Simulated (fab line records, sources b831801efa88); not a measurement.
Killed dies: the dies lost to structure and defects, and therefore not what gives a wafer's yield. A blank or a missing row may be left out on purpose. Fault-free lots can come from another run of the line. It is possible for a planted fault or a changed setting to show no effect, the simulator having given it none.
A struck lot beside a sound one    flow sky130    43 steps out of a route of 708
Sound: these wafers, L206.1, L206.2, L206.3. Wafers struck: L215.1, L215.5, L215.6. The cause is named last.
Order at every step that has rows: each side's tool, ch and its chambers, its first start. Under that, the readings that differ: sound wafers    struck wafers    difference of the means    sigmas: that difference in standard deviations of wafers without a fault.
alike: a reading whose means differ by less than 2 such deviations, as well as words and numbers matching on both sides. not compared: withheld readings; readings where some wafer has no value; bounds like >300 that might hide an equal value; numbers whose values overlap and for which the record gives no deviation.
The two part at a step that has a row with sigmas, a row that says differs or no value, or rows on one side only. Numbers that have no deviation but don't overlap get no sigmas and don't part them. A reading that every wafer of one side lacks parts them only if that side has two wafers or more.

first, 5 steps without rows for these wafers: SKY_SONOS_ONO_COAT_08 (resist thk 1140 nm); SKY_SONOS_ONO_SOFTBAKE_09 (time 60 s); SKY_SONOS_ONO_EXPOSE_10 (exposes mask ONOM, target cd 410 nm); SKY_SONOS_ONO_PEB_11; SKY_SONOS_ONO_DEVELOP_12 (develop time 60 s).
SKY_SONOS_ONO_CD_MEAS_13: the cd target is 410 nm.
  struck on cd sem-02, day 17 04:16; sound on cd sem-02, day 14 01:04
reading     sound              struck             difference  sigmas
cd nm (nm)  413.7 412.6 413.6  406.6 405.9 405.2  -7.4        -3
SKY_SONOS_ONO_OVL_MEAS_14:
  struck on overlay-02, day 17 04:23; sound on overlay-02, day 14 01:11
  alike: SONOS_ONO_OVL
SKY_SONOS_ONO_ETCH_15: etches the open film in CHF3/O2, target depth 19.52 nm, time 7.8 s.
  sound on rie diel-03 ch 1,2,3, day 14 01:13; struck on rie diel-04 ch 1,2,3, day 17 04:25
  alike: chf3 flow sccm, drypump motor current A, oes product au, throttle valve pct
  not compared: rf hours counter h
then, 1 step without rows for these wafers: SKY_SONOS_ONO_WET_ETCH_16 (etches SiO2 in dHF, target depth 14 nm, time 280 s).
SKY_SONOS_ONO_STRIP_17: strips in O2/N2.
  sound on plasma asher-01 ch 0,1, day 14 01:19; struck on plasma asher-02 ch 0,1, day 17 04:31
reading                      sound        struck       difference  sigmas
drypump motor current A (A)  6.7 6.4 6.4  5.4 5.9 5.4  -0.9        -2
  alike: oes product au, strip time to endpoint s
  not compared: rf hours counter h
then, 2 steps without rows for these wafers: SKY_SONOS_ONO_WET_ETCH_18 (etches Si3N4 in H3PO4, target depth 15 nm, time 172 s); SKY_GATE_OXIDE_CLEAN_00 (cleans in SC1/SC2, time 150 s).
SKY_GATE_OXIDE_OXIDATION_01: stabilise 600 s, purge 300 s, target thk 10.268 nm.
  sound on furnace-02 ch 0, day 14 02:23; struck on furnace-01 ch 0, day 17 05:08
  alike: zone power lower pct
SKY_GATE_OXIDE_THK_MEAS_02:
  struck on film metro-03, day 17 06:32; sound on film metro-02, day 14 03:48
  alike: GATE_OXIDE_OXIDATION_00_THK
then, 7 steps without rows for these wafers: SKY_GATE_OXIDE_DEHYDRATE_03 (time 60 s); SKY_GATE_OXIDE_HMDS_04 (prime time 60 s); SKY_GATE_OXIDE_COAT_05 (resist thk 1140 nm); SKY_GATE_OXIDE_SOFTBAKE_06 (time 60 s); SKY_GATE_OXIDE_EXPOSE_07 (exposes mask LVOM, target cd 600 nm); SKY_GATE_OXIDE_PEB_08; SKY_GATE_OXIDE_DEVELOP_09 (develop time 60 s).
SKY_GATE_OXIDE_OVL_MEAS_10:
  struck on overlay-01, day 18 11:53; sound on overlay-01, day 15 05:47
  alike: GATE_OXIDE_OVL
then, 2 steps without rows for these wafers: SKY_GATE_OXIDE_IMPLANT_11; SKY_GATE_OXIDE_WET_ETCH_12 (etches SiO2 in dHF, target depth 16.8 nm, time 336 s).
SKY_GATE_OXIDE_STRIP_13: strips in O2/N2.
  sound on plasma asher-02 ch 0,1, day 15 06:04; struck on plasma asher-04 ch 0,1, day 18 12:10
reading                       sound              struck             difference  sigmas
strip time to endpoint s (s)  14.28 14.23 14.26  14.17 14.17 14.15  -0.09       -2
  alike: drypump motor current A, oes product au
  not compared: rf hours counter h
SKY_GATE_OXIDE_TW_MEAS_14:
  struck on film metro-02, day 18 12:16; sound on film metro-03, day 15 06:10
  alike: GATE_OXIDE_TW
then, 3 steps without rows for these wafers: SKY_GATE_OXIDE_CLEAN_15 (cleans in SC1/SC2, time 150 s); SKY_GATE_OXIDE_OXIDATION_16 (stabilise 600 s, purge 300 s, target thk 3.57 nm); SKY_POLY_GATE_CVD_00 (deposits poly-Si, target thk 180 nm, time 720 s).
SKY_POLY_GATE_THK_MEAS_01:
  struck on film metro-04, day 18 16:40; sound on film metro-04, day 15 09:54
  alike: POLY_GATE_CVD_00_THK
then, 8 steps without rows for these wafers: SKY_RES_PROTECT_DEHYDRATE_00 (time 60 s); SKY_RES_PROTECT_HMDS_01 (prime time 60 s); SKY_RES_PROTECT_COAT_02 (resist thk 1140 nm); SKY_RES_PROTECT_SOFTBAKE_03 (time 60 s); SKY_RES_PROTECT_EXPOSE_04 (exposes mask RPM, target cd 1270 nm); SKY_RES_PROTECT_PEB_05; SKY_RES_PROTECT_DEVELOP_06 (develop time 60 s); SKY_POLY_GATE_IMPLANT_02.
SKY_RES_PROTECT_STRIP_07: strips in O2/N2.
  sound on plasma asher-01 ch 0,1, day 16 12:56; struck on plasma asher-01 ch 0,1, day 19 23:50
  alike: drypump motor current A, oes product au, strip time to endpoint s
  not compared: rf hours counter h
SKY_RES_PROTECT_TW_MEAS_08:
  struck on film metro-03, day 19 23:56; sound on film metro-03, day 16 13:02
  alike: POLY_GATE_TW
then, 2 steps without rows for these wafers: SKY_RES_PROTECT_CLEAN_09 (cleans in SC1/SC2, time 150 s); SKY_POLY_GATE_CVD_03 (deposits Si3N4 from DCS/NH3, target thk 75 nm, time 1290 s).
-- a jump in the record: the struck wafers' starts before and after are 29 days apart (it breaks off in module POLY_GATE and resumes in module PAD_OPEN, where the first step shown is number 708 of the route) --
SKY_PAD_OPEN_PROBE_99:
  struck on prober-02, day 49 06:41; sound on prober-02, day 47 01:11
reading                                            sound                 struck                difference  sigmas
model.etest.cap thick oxide.gate bv v (V)          15.8 15.57 15.65      12.51 13.19 12.56     -2.92       
model.etest.cap thick oxide.gate log10 a cm2       -7.342 -7.154 -7.068  -6.13 -6.147 -5.991   +1.10       
model.etest.diode nwell sub.leak log10 a cm2       -7.358 -7.04 -7.503   -5.963 -6.6 -6.222    +1.039      
model.etest.diode dnwell sub.leak log10 a cm2      -7.548 -7.277 -7.283  -6.487 -6.16 -5.933   +1.176      
model.etest.diode pwell dnwell.leak log10 a cm2    -7.605 -7.583 -7.434  -6.815 -6.627 -6.497  +0.894      
model.etest.diode ndiff pwell hv.leak log10 a cm2  -6.649 -6.756 -6.787  -6.291 -6.288 -6.134  +0.493      
model.etest.diode pdiff nwell hv.leak log10 a cm2  -6.621 -6.753 -6.638  -6.263 -6.337 -6.23   +0.394      
model.etest.diode ndiff pwell.leak log10 a cm2     -7.347 -7.563 -7.322  -6.872 -6.811 -6.977  +0.524      
  alike: killed_at_M0_to_M3, killed_at_M4_up, killed at contacts, killed at front end, killed at other, killed dies, killed open, killed short

## WHERE THEY PART
First at SKY_SONOS_ONO_CD_MEAS_13; last, within this record, at SKY_GATE_OXIDE_STRIP_13. Later steps at which nothing parts them and some readings are alike: SKY_GATE_OXIDE_TW_MEAS_14, SKY_POLY_GATE_THK_MEAS_01, SKY_RES_PROTECT_STRIP_07, SKY_RES_PROTECT_TW_MEAS_08, SKY_PAD_OPEN_PROBE_99.

WHY: what the simulator had put in
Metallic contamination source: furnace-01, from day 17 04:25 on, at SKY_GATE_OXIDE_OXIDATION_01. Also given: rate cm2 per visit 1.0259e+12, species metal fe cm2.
